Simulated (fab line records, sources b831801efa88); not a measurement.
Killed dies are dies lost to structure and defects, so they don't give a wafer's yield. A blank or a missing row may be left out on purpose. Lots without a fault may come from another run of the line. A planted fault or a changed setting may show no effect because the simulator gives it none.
Which tool did it? | flow gf180mcu | 24 lots, 72 wafers sampled, at 5 steps of a route of 602

WHAT THE GAUGES READ, wafer by wafer
GF_VT_IMPLANT_RS_MEAS_48: measures by four-point-probe.
lot  | measured     | on            | LVPWELL_RS (ohm/sq)
L074 | day 7 14:14  | film_metro-03 | 1197.7 1197.9 1199.6
L075 | day 7 19:59  | film_metro-01 | 1197.3 1194.8 1197.0
L076 | day 8 01:17  | film_metro-02 | 1194.3 1192.4 1193.5
L077 | day 8 08:02  | film_metro-01 | 1192.5 1195.9 1195.3
L078 | day 8 13:45  | film_metro-03 | 1193.3 1193.1 1193.7
L079 | day 8 20:48  | film_metro-01 | 1195.7 1195.2 1196.9
L080 | day 9 05:13  | film_metro-01 | 1192.4 1192.0 1193.7
L081 | day 9 11:14  | film_metro-02 | 1191.7 1195.5 1192.6
L082 | day 9 18:47  | film_metro-02 | 1191.9 1193.5 1193.3
L083 | day 10 05:38 | film_metro-01 | 1194.6 1196.4 1195.2
L084 | day 10 18:46 | film_metro-02 | 1193.9 1192.4 1191.8
L085 | day 10 22:13 | film_metro-01 | 1189.9 1194.1 1194.1
L086 | day 11 02:45 | film_metro-02 | 1191.6 1192.3 1192.6
L087 | day 11 08:01 | film_metro-01 | 1193.7 1192.6 1196.2
L088 | day 11 12:43 | film_metro-02 | 1195.1 1197.7 1196.0
L089 | day 11 20:52 | film_metro-01 | 1193.9 1194.6 1195.1
L090 | day 12 04:14 | film_metro-02 | 1194.8 1194.4 1197.1
L091 | day 12 10:49 | film_metro-02 | 1193.7 1194.9 1192.3
L092 | day 12 15:10 | film_metro-03 | 1202.0 1202.4 1200.8
L093 | day 12 22:00 | film_metro-02 | 1193.3 1195.1 1191.0
L094 | day 13 02:58 | film_metro-02 | 1193.8 1200.3 1196.2
L095 | day 13 10:03 | film_metro-01 | 1195.4 1196.0 1195.2
L096 | day 13 14:55 | film_metro-03 | 1196.9 1196.9 1195.1
L097 | day 14 03:35 | film_metro-03 | 1197.4 1194.5 1199.7

GF_M3_CD_MEAS_14: target cd 280 nm.
lot  | measured     | on        | cd_nm (nm)
L074 | day 21 11:16 | cd_sem-01 | 280.8 280.2 280.0
L075 | day 21 14:34 | cd_sem-02 | 280.9 280.8 281.9
L076 | day 21 23:34 | cd_sem-02 | 280.3 279.9 280.6
L077 | day 22 08:01 | cd_sem-02 | 279.6 277.8 279.6
L078 | day 22 18:46 | cd_sem-01 | 281.2 280.7 281.2
L079 | day 23 01:29 | cd_sem-01 | 281.7 282.3 281.5
L080 | day 23 15:03 | cd_sem-02 | 280.3 279.2 279.8
L081 | day 23 22:50 | cd_sem-01 | 280.0 279.6 280.0
L082 | day 24 06:35 | cd_sem-02 | 279.5 280.2 281.6
L083 | day 25 02:03 | cd_sem-01 | 280.3 279.7 280.4
L084 | day 25 08:47 | cd_sem-02 | 278.7 278.6 279.2
L085 | day 25 13:51 | cd_sem-01 | 280.8 280.3 282.8
L086 | day 25 22:30 | cd_sem-02 | 281.4 279.7 280.1
L087 | day 26 04:54 | cd_sem-02 | 277.5 278.1 277.5
L088 | day 26 05:15 | cd_sem-02 | 282.1 281.5 281.8
L089 | day 26 17:29 | cd_sem-01 | 277.8 277.0 278.1
L090 | day 27 04:19 | cd_sem-01 | 278.3 277.7 278.1
L091 | day 27 05:49 | cd_sem-02 | 279.9 281.3 280.0
L092 | day 27 10:52 | cd_sem-01 | 279.8 279.6 280.1
L093 | day 27 17:21 | cd_sem-02 | 279.4 278.7 281.6
L094 | day 27 22:50 | cd_sem-01 | 280.4 280.2 279.7
L095 | day 28 06:10 | cd_sem-01 | 282.0 281.8 280.5
L096 | day 28 11:23 | cd_sem-02 | 282.0 282.9 282.7
L097 | day 28 21:58 | cd_sem-01 | 280.4 280.4 281.3

GF_M3_OVL_MEAS_15.
lot  | measured     | on         | M3_OVL (nm)
L074 | day 21 11:23 | overlay-01 | 2 8 10
L075 | day 21 14:41 | overlay-01 | 8 -5 5
L076 | day 21 23:41 | overlay-02 | 3 5 3
L077 | day 22 08:06 | overlay-02 | 4 4 3
L078 | day 22 18:53 | overlay-01 | -3 3 -1
L079 | day 23 01:34 | overlay-01 | 0 4 3
L080 | day 23 15:13 | overlay-02 | 3 6 14
L081 | day 23 22:56 | overlay-01 | 1 0 -3
L082 | day 24 06:41 | overlay-02 | 2 3 4
L083 | day 25 02:10 | overlay-02 | -4 -3 -8
L084 | day 25 08:53 | overlay-01 | 4 3 -3
L085 | day 25 13:58 | overlay-01 | 1 -3 3
L086 | day 25 22:37 | overlay-02 | 4 -3 -2
L087 | day 26 05:01 | overlay-01 | -1 5 4
L088 | day 26 05:22 | overlay-02 | 2 3 1
L089 | day 26 17:33 | overlay-02 | 1 -5 -2
L090 | day 27 04:25 | overlay-01 | 5 -4 4
L091 | day 27 05:53 | overlay-02 | -4 4 4
L092 | day 27 10:59 | overlay-01 | 7 2 4
L093 | day 27 17:28 | overlay-02 | 0 5 3
L094 | day 27 22:58 | overlay-02 | 0 1 2
L095 | day 28 06:17 | overlay-01 | -5 2 -4
L096 | day 28 11:29 | overlay-01 | 7 14 4
L097 | day 28 22:04 | overlay-01 | -9 -7 0

GF_M5_CD_MEAS_07: target cd 280 nm.
lot  | measured     | on        | cd_nm (nm)
L074 | day 26 10:01 | cd_sem-02 | 279.6 279.6 280.2
L075 | day 26 11:57 | cd_sem-01 | 278.8 279.5 279.8
L076 | day 26 20:45 | cd_sem-02 | 279.5 278.4 278.0
L077 | day 27 03:43 | cd_sem-02 | 281.0 281.3 281.9
L078 | day 27 12:45 | cd_sem-01 | 280.1 279.5 280.8
L079 | day 27 18:43 | cd_sem-01 | 281.6 282.0 282.0
L080 | day 28 05:47 | cd_sem-01 | 278.8 278.9 277.3
L081 | day 28 13:44 | cd_sem-01 | 281.6 281.4 280.3
L082 | day 28 19:22 | cd_sem-01 | 279.6 279.2 278.4
L083 | day 29 12:31 | cd_sem-01 | 280.6 280.8 280.6
L084 | day 29 18:47 | cd_sem-02 | 281.4 280.6 279.9
L085 | day 29 23:22 | cd_sem-02 | 282.2 282.1 282.1
L086 | day 30 07:19 | cd_sem-02 | 281.0 280.3 280.8
L087 | day 30 11:37 | cd_sem-02 | 280.4 279.8 280.7
L088 | day 30 13:10 | cd_sem-02 | 281.0 278.7 279.9
L089 | day 31 00:32 | cd_sem-02 | 281.9 280.3 281.9
L090 | day 31 09:25 | cd_sem-02 | 281.1 281.0 280.0
L091 | day 31 09:48 | cd_sem-01 | 276.7 276.8 277.2
L092 | day 31 14:20 | cd_sem-02 | 281.1 281.3 280.8
L093 | day 31 20:10 | cd_sem-01 | 279.3 279.1 280.6
L094 | day 32 01:35 | cd_sem-01 | 280.8 282.2 281.2
L095 | day 32 07:34 | cd_sem-01 | 279.2 280.8 280.6
L096 | day 32 11:29 | cd_sem-02 | 277.4 279.4 278.6
L097 | day 32 22:44 | cd_sem-02 | 279.3 280.7 279.9

WHICH TOOL RAN EACH LOT (tool, then ch and the chambers of the sampled wafers, then the start)
lot  | GF_M2_SPUTTER_02
L074 | pvd_sputter-04, day 18 07:17
L075 | pvd_sputter-04, day 18 10:58
L076 | pvd_sputter-04, day 18 19:59
L077 | pvd_sputter-03, day 19 05:57
L078 | pvd_sputter-01, day 19 13:00
L079 | pvd_sputter-03, day 19 22:59
L080 | pvd_sputter-01, day 20 12:49
L081 | pvd_sputter-04, day 20 22:17
L082 | pvd_sputter-01, day 21 06:11
L083 | pvd_sputter-01, day 22 04:37
L084 | pvd_sputter-04, day 22 11:52
L085 | pvd_sputter-03, day 22 15:58
L086 | pvd_sputter-01, day 23 01:06
L087 | pvd_sputter-03, day 23 08:22
L088 | pvd_sputter-01, day 23 09:01
L089 | pvd_sputter-01, day 23 22:40
L090 | pvd_sputter-01, day 24 10:17
L091 | pvd_sputter-01, day 24 11:56
L092 | pvd_sputter-03, day 24 17:37
L093 | pvd_sputter-03, day 24 23:14
L094 | pvd_sputter-01, day 25 05:23
L095 | pvd_sputter-03, day 25 14:14
L096 | pvd_sputter-03, day 25 20:07
L097 | pvd_sputter-04, day 26 07:44
- GF_M2_SPUTTER_02: material AlCu, target thk 450 nm, time 23.9 s.

WHAT THE TOOLS THEMSELVES READ (means of the sampled wafers that have a number; where no wafer has one, the mark that the record gives instead)
GF_M2_SPUTTER_02.
lot  | tool           | throttle_valve_pct (%)
L074 | pvd_sputter-04 | 30.2
L075 | pvd_sputter-04 | 30.4
L076 | pvd_sputter-04 | 29.9
L077 | pvd_sputter-03 | 29.4
L078 | pvd_sputter-01 | 29.4
L079 | pvd_sputter-03 | 30.9
L080 | pvd_sputter-01 | 29.3
L081 | pvd_sputter-04 | 30.3
L082 | pvd_sputter-01 | 29.6
L083 | pvd_sputter-01 | 29.2
L084 | pvd_sputter-04 | 29.9
L085 | pvd_sputter-03 | 29.5
L086 | pvd_sputter-01 | 29.6
L087 | pvd_sputter-03 | 30.8
L088 | pvd_sputter-01 | 29.5
L089 | pvd_sputter-01 | 29.2
L090 | pvd_sputter-01 | 29.4
L091 | pvd_sputter-01 | 29.4
L092 | pvd_sputter-03 | 30.7
L093 | pvd_sputter-03 | 29.5
L094 | pvd_sputter-01 | 29.4
L095 | pvd_sputter-03 | 29.7
L096 | pvd_sputter-03 | 29.8
L097 | pvd_sputter-04 | 30.0

THE ANSWER, worked out from the rows above alone
Rule: what is usual is taken from the lots themselves. Put in order of their means at a reading, lots are off if they are a third of the lots or fewer, leave a main group of 4 or more, and stand apart from it by a gap of 3 or more times the standard deviation of the main group's means; of several such gaps the widest counts. A main group whose means are all the same, to the digits that the tables above print for the reading, isn't used. A lot without any number at a reading at which 4 lots or more have one is off too. The other lots that the step has rows for count as sound. The gauges are gone through in route order, then the tools' own readings, and for those a lot's mean is taken as printed above. The first step at which some lot is off is used, and at that step the reading that is off furthest; a lot without a number counts as furthest.
No lot is off at any reading shown: from this, nothing can be told.

WHAT THE SIMULATOR HAD PUT IN
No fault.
